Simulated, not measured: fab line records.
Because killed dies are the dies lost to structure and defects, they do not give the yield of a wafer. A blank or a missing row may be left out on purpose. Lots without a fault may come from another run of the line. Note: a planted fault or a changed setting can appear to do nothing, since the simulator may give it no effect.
Which tool did it? | flow gf180mcu | 12 lots with 36 wafers sampled at 3 steps, on a route of 602 steps

== WHAT THE GAUGES SHOWED, per wafer ==
GF_VT_IMPLANT_OVL_MEAS_18. Usual: VT_IMPLANT_01_OVL gives 1.3 nm (standard deviation 1.5).
lot  | measured     | on         | VT_IMPLANT_01_OVL (nm) | flag
L202 | day 6 04:27  | overlay-01 | 0.4 1.8 -0.2           |
L203 | day 6 14:36  | overlay-01 | 1.9 0.4 1.5            |
L204 | day 6 19:04  | overlay-02 | 0.5 -0.6 -2.4          |
L205 | day 7 00:10  | overlay-02 | 2.3 1.8 0.8            |
L207 | day 7 13:41  | overlay-01 | 3.1 2.1 4.7            |
L215 | day 9 14:59  | overlay-02 | 3.3 0.6 0.1            |
L217 | day 10 06:50 | overlay-02 | 1.0 0.8 0.6            |
L219 | day 10 22:56 | overlay-01 | 2.8 2.8 1.9            |
L221 | day 11 10:00 | overlay-01 | 3.3 3.1 1.4            |
L223 | day 12 00:00 | overlay-02 | 3.1 2.6 3.2            |
L224 | day 12 06:52 | overlay-02 | 2.3 0.5 2.0            |
L225 | day 12 14:40 | overlay-02 | 0.9 -0.1 0.9           |

== WHICH TOOL RAN EACH LOT (tool, then ch and the chambers of the sampled wafers, then the start) ==
lot  | GF_STI_ETCH_13                    | GF_STI_STRIP_15
L202 | rie-diel-03 ch 1,2,3, day 2 01:49 | plasma-asher-01 ch 0,1, day 2 01:58
L203 | rie-diel-01 ch 0,2,3, day 2 07:58 | plasma-asher-01 ch 0,1, day 2 08:07
L204 | rie-diel-01 ch 1,2,3, day 2 11:42 | plasma-asher-03 ch 0,1, day 2 11:52
L205 | rie-diel-01 ch 0,1, day 2 17:01   | plasma-asher-03 ch 0,1, day 2 17:10
L207 | rie-diel-01 ch 0,1,3, day 3 03:02 | plasma-asher-01 ch 0,1, day 3 03:11
L215 | rie-diel-03 ch 0,1,2, day 4 19:58 | plasma-asher-02 ch 0,1, day 4 20:07
L217 | rie-diel-03 ch 0,1,2, day 5 07:48 | plasma-asher-03 ch 0,1, day 5 07:57
L219 | rie-diel-03 ch 0,2, day 5 18:04   | plasma-asher-02 ch 0,1, day 5 18:15
L221 | rie-diel-03 ch 2,3, day 6 02:57   | plasma-asher-02 ch 0,1, day 6 03:08
L223 | rie-diel-01 ch 0,1,3, day 6 15:22 | plasma-asher-03 ch 0,1, day 6 15:33
L224 | rie-diel-04 ch 0,1,2, day 6 21:55 | plasma-asher-02 ch 0, day 6 22:04
L225 | rie-diel-01 ch 0,1,2, day 7 02:41 | plasma-asher-02 ch 0,1, day 7 02:50
- GF_STI_ETCH_13: etches the open film in CHF3/O2, stops on Si, target depth 282.31 nm, time 112.9 s.
- GF_STI_STRIP_15: strips in O2/N2.

== AS READ BY THE TOOLS THEMSELVES (means over the sampled wafers that have a number; for cases with no such wafer, the mark the record gives instead) ==
GF_STI_ETCH_13. Usual: drypump-motor-current-A 5.7 A, standard deviation 0.36; oes-product-au 0.835 a.u., standard deviation 0.0068; run-length-s 141.2 s, standard deviation 0.37; throttle-valve-pct 8.811 %, standard deviation 0.0093.
lot  | tool        | drypump-motor-current-A (A) | oes-product-au (a.u.) | run-length-s (s) | throttle-valve-pct (%) | flag
L202 | rie-diel-03 | 5.5                         | 0.842                 | 141.2            | 8.818                  |
L203 | rie-diel-01 | 5.7                         | 0.834                 | 141.4            | 8.807                  |
L204 | rie-diel-01 | 5.7                         | 0.834                 | 141.2            | 8.809                  |
L205 | rie-diel-01 | 6.1                         | 0.882                 | 135.6            | 8.829                  | OFF
L207 | rie-diel-01 | 5.8                         | 0.881                 | 135.6            | 8.833                  | OFF
L215 | rie-diel-03 | 5.7                         | 0.844                 | 140.8            | 8.805                  |
L217 | rie-diel-03 | 5.6                         | 0.827                 | 141.1            | 8.814                  |
L219 | rie-diel-03 | 5.7                         | 0.836                 | 140.9            | 8.818                  |
L221 | rie-diel-03 | 5.3                         | 0.835                 | 140.8            | 8.802                  |
L223 | rie-diel-01 | 5.8                         | 0.833                 | 141.1            | 8.811                  |
L224 | rie-diel-04 | 5.5                         | 0.836                 | 141.6            | 8.811                  |
L225 | rie-diel-01 | 5.9                         | 0.842                 | 141.4            | 8.815                  |

GF_STI_STRIP_15. Usual: drypump-motor-current-A 5.7 A, standard deviation 0.41; heater-power-w 326 W, standard deviation 23; oes-product-au 0.384 a.u., standard deviation 0.0047; strip-time-to-endpoint-s 3.74 s, standard deviation 0.049.
lot  | tool            | drypump-motor-current-A (A) | heater-power-w (W) | oes-product-au (a.u.) | strip-time-to-endpoint-s (s) | flag
L202 | plasma-asher-01 | 6.0                         | 346                | 0.386                 | 3.74                         |
L203 | plasma-asher-01 | 6.0                         | 346                | 0.387                 | 3.75                         |
L204 | plasma-asher-03 | 5.3                         | 341                | 0.382                 | 3.75                         |
L205 | plasma-asher-03 | 5.3                         | 333                | 0.387                 | 3.81                         |
L207 | plasma-asher-01 | 6.0                         | 346                | 0.386                 | 3.85                         |
L215 | plasma-asher-02 | 5.9                         | 303                | 0.388                 | 3.72                         |
L217 | plasma-asher-03 | 5.4                         | 329                | 0.387                 | 3.81                         |
L219 | plasma-asher-02 | 6.1                         | 314                | 0.386                 | 3.77                         |
L221 | plasma-asher-02 | 5.9                         | 304                | 0.388                 | 3.78                         |
L223 | plasma-asher-03 | 5.3                         | 342                | 0.383                 | 3.78                         |
L224 | plasma-asher-02 | 6.2                         | 315                | 0.387                 | 3.78                         |
L225 | plasma-asher-02 | 5.9                         | 304                | 0.384                 | 3.79                         |

== THE ANSWER, worked out from the rows above alone ==
Rule: lot off if the mean of its wafers having a number is beyond 3 standard deviations from the usual mean. A lot without any number at a reading at which 4 lots or more have one is off too. All remaining lots with rows at the step are treated as sound. Order of review: gauges by route order, followed by the tools' own readings, for which a lot's mean as printed above is used. The first step at which some lot is off is used, and at that step the reading that is off furthest; a lot without a number counts as furthest.
Off: L205, L207, at GF_STI_ETCH_13 (run-length-s).
If a tool, at that step or one of the process steps before it, ran each lot that is off and ran no sound lot following the first of them, it fits. No candidate that was tried fits.

== WHAT THE SIMULATOR PUT IN ==
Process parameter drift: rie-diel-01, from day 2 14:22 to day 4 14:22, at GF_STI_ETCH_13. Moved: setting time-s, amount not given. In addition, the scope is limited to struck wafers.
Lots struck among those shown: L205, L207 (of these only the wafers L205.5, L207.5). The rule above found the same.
